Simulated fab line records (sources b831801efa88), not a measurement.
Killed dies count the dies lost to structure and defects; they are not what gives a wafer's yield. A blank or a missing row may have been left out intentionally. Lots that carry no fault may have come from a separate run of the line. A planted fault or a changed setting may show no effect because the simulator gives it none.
fab line records    flow sky130
record: lots: 7  wafers: 21  lastDay: 50
route steps=708 shown DNWELL@39 PWDE@45
lots with no fault: from the same line, run without faults
startH: the number of hours between the record's first day and the start of the first shown wafer of the lot    waitH: hours elapsed since this lot's preceding step    " repeats the value in the row above    L1.1+2: several wafers, shown together as one row    - either no value or no given start    * or withheld: withheld    < > ~ a bound
route shown NAME@n: NAME is a module with steps in the file, n the number in the route of the first one    usual: mean/standard deviation taken from wafers without a fault    same: alike in all rows    chamber/n: place in a boat    sites: each site's reading    _std_site: the standard deviation of these    _edge_site: the outer-site mean with the inner-site mean subtracted    radiusMm: how far each site lies from the wafer's centre    mask NAME#n: copy n    behind: the tool/chamber that last shaped the wafer    hold: reason for holding the lot/hours on hold/outcome of the hold    device: which transistor (n, p or np) failed to switch    end of line: tests of these same wafers at the route's end    where a step has no rows: the recipe by itself    killed: the dies lost at the first sort to structure and to defects; this is not the yield of the wafer    map: a wafer's dies, x killed, . not, _ none there
set.NAME: the setting that was run; set.NAME@STEP: the one run at that earlier step    model.NAME: the simulator's own value behind a step, which no gauge read
lots seen at some steps along the route; tables by step, rows by wafer
services: when a tool's chamber went out of use (startH, in hours from the record's first day, below 0 if earlier), for how many hours, and the reason
== steps ==
step: SKY_DNWELL_EXPOSE_04
recipe: maskId: DNM  na: 0.57  targetCdNm: 3000  doseMj: 222
step: SKY_DNWELL_PEB_05
recipe: tempC: 115  timeS: withheld
step: SKY_DNWELL_DEVELOP_06
recipe: wallAngleDeg: 90  developer: TMAH  developTimeS: 60  devTempC: 23
step: SKY_DNWELL_IMPLANT_07
recipe: species: P  energyKev: withheld  doseCm2: withheld  tiltDeg: withheld
step: SKY_DNWELL_STRIP_08
recipe: chemistry: O2/N2  powerW: 1400  pressureMtorr: 1500  platenTempC: withheld  o2FlowSccm: 3000  n2FlowSccm: 300  overashFraction: 0.5
usual: drypumpMotorCurrentA: 5.6/0.54  oesProductAu: 0.722/0.0044  stripTimeToEndpointS: 36.90/0.099
lot.wafer  tool            chamber  startH  waitH  drypumpMotorCurrentA  oesProductAu  rfHoursCounterH  stripTimeToEndpointS
L278.3     plasmaAsher-04  0        60.42   0.1    6.8                   0.720         -                37.04
L278.5     "               0        "       "      6.8                   0.725         -                37.06
L278.6     "               1        "       "      5.3                   0.721         -                37.08
L280.1     plasmaAsher-01  0        72.72   0.1    5.2                   0.725         39               36.98
L280.2     "               1        "       "      5.5                   0.717         39               36.91
L280.3     "               0        "       "      5.2                   0.722         -                36.80
L292.2     plasmaAsher-04  0        135.03  0.1    6.8                   0.726         32               36.93
L292.3     "               1        "       "      5.3                   0.719         -                37.06
L292.5     "               0        "       "      6.8                   0.727         -                36.86
L293.1     plasmaAsher-01  1        144.84  0.1    5.5                   0.724         47               36.82
L293.2     "               0        "       "      5.2                   0.725         47               36.83
L293.4     "               0        "       "      5.2                   0.722         -                36.75
L294.2     plasmaAsher-04  1        149.19  0.1    5.3                   0.720         33               37.12
L294.4     "               1        "       "      5.2                   0.725         -                36.97
L294.5     "               0        "       "      6.8                   0.721         -                36.96
L297.1     plasmaAsher-01  1        166.94  0.1    5.4                   0.734         49               36.77
L297.5     "               1        "       "      5.5                   0.719         -                36.76
L297.6     "               0        "       "      5.2                   0.726         -                36.91
L298.2     plasmaAsher-01  0        171.17  0.1    5.2                   0.714         49               36.98
L298.3     "               1        "       "      5.5                   0.722         -                37.02
L298.4     "               0        "       "      5.2                   0.711         -                37.02
step: SKY_DNWELL_TW_MEAS_09
usual: DNWELL_TW: 1101/10
lot.wafer  tool          chamber  startH  waitH  DNWELL_TW
L278.3     filmMetro-01  -        60.51   0.1    1104
L278.5     "             -        "       "      1105
L278.6     "             -        "       "      1096
L280.1     filmMetro-02  -        72.82   0.1    1127
L280.2     "             -        "       "      1125
L280.3     "             -        "       "      1127
L292.2     filmMetro-01  -        135.14  0.1    1094
L292.3     "             -        "       "      1092
L292.5     "             -        "       "      1087
L293.1     filmMetro-02  -        144.94  0.1    1101
L293.2     "             -        "       "      1097
L293.4     "             -        "       "      1103
L294.2     filmMetro-02  -        149.30  0.1    1108
L294.4     "             -        "       "      1104
L294.5     "             -        "       "      1100
L297.1     filmMetro-04  -        167.04  0.1    1091
L297.5     "             -        "       "      1096
L297.6     "             -        "       "      1099
L298.2     filmMetro-04  -        171.28  0.1    1084
L298.3     "             -        "       "      1089
L298.4     "             -        "       "      1093
step: SKY_PWDE_DEHYDRATE_00
recipe: tempC: 200  timeS: 60
step: SKY_PWDE_HMDS_01
recipe: primeTimeS: 60  primeTempC: 120
step: SKY_PWDE_COAT_02
recipe: spinRpm: 2000  resistThkNm: 3000
step: SKY_PWDE_SOFTBAKE_03
recipe: tempC: 110  timeS: withheld
step: SKY_PWDE_EXPOSE_04
recipe: maskId: PWDEM  na: 0.6  sourceShape: conventional  sigmaOuter: 0.6  polarization: unpolarized  targetCdNm: 840  doseMj: 214
step: SKY_PWDE_PEB_05
recipe: tempC: 115  timeS: withheld
step: SKY_PWDE_DEVELOP_06
recipe: wallAngleDeg: 90  developer: TMAH  developTimeS: 60  devTempC: 23
usual: chillPlateTempC: 22.98/0.11  developTimeS: 60/0
lot.wafer  tool           chamber  startH  waitH  chillPlateTempC  developTimeS
L278.3     lithoTrack-04  0        74      -      22.93            60
L278.5     "              0        "       "      23.05            60
L278.6     "              0        "       "      22.89            60
L280.1     lithoTrack-01  0        89      -      23.06            60
L280.2     "              0        "       "      22.95            60
L280.3     "              0        "       "      23.00            60
L292.2     lithoTrack-02  -        154     -      -                -
L292.3     "              -        "       "      -                -
L292.5     "              -        "       "      -                -
L293.1     lithoTrack-02  -        165     -      -                -
L293.2     "              -        "       "      -                -
L293.4     "              -        "       "      -                -
L294.2     lithoTrack-04  -        169     -      -                -
L294.4     "              -        "       "      -                -
L294.5     "              -        "       "      -                -
L297.1     lithoTrack-04  0        186     -      23.13            60
L297.5     "              0        "       "      23.12            60
L297.6     "              0        "       "      23.22            60
L298.2     lithoTrack-04  0        191     -      23.16            60
L298.3     "              0        "       "      23.11            60
L298.4     "              0        192     -      22.97            60
step: SKY_PWDE_OVL_MEAS_07
usual: PWDE_OVL: 0.9/1.3
lot.wafer  tool        chamber  startH  waitH  PWDE_OVL[nm]
L278.3     overlay-01  -        74.25   -      -2.4
L278.5     "           -        "       "      -0.5
L278.6     "           -        "       "      -1.0
L280.1     overlay-01  -        89.68   -      0.9
L280.2     "           -        "       "      1.9
L280.3     "           -        "       "      1.9
L292.2     overlay-02  -        154.59  -      -
L292.3     "           -        "       "      -
L292.5     "           -        "       "      -
L293.1     overlay-02  -        165.48  -      -
L293.2     "           -        "       "      -
L293.4     "           -        "       "      -
L294.2     overlay-02  -        169.94  -      -
L294.4     "           -        "       "      -
L294.5     "           -        "       "      -
L297.1     overlay-02  -        186.89  -      -0.1
L297.5     "           -        "       "      1.5
L297.6     "           -        "       "      -0.3
L298.2     overlay-01  -        192.09  -      1.2
L298.3     "           -        "       "      0.9
L298.4     "           -        "       "      1.9
== services ==
tool            chamber  startH  hours  kind
plasmaAsher-04  -        69.01   2.2    repair
lithoTrack-01   -        83.61   -      consumableReplace:filter
lithoTrack-01   -        111.23  -      consumableReplace:filter
plasmaAsher-01  -        174.19  0.6    repair
plasmaAsher-01  -        181.33  2.8    repair
== key ==
firstSign: step: SKY_PWDE_DEVELOP_06  reading: toolRecord  direction: missing
effect none on later readings
metAt SKY_PWDE_DEVELOP_06
struckWafers L292.2,L292.3,L292.5,L293.1,L293.2,L293.4,L294.2,L294.4,L294.5
sortLeftOut L292.2,L292.3,L292.5,L293.1,L293.2,L293.4,L294.2,L294.4,L294.5
testerLeftOut L292,L293,L294
onsetBetween 74 154
fault: kind: skippedStepWhole  tool: lithoTrack-02,lithoTrack-04  chamber: -  onsetH: 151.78  steps: SKY_PWDE_DEVELOP_06  scope: struckLotsOnly
testerLeftOut: of these lots the tester's yield and bins aren't shown, on N5 and GAA mostly nor the transistor test; their killed dies are dies lost to structure and defects alone, not to doping, threshold or leakage, so they don't give the yield
sortLeftOut: the simulated sort isn't trusted on such a fault, so these wafers' sort isn't shown, and their yield isn't known
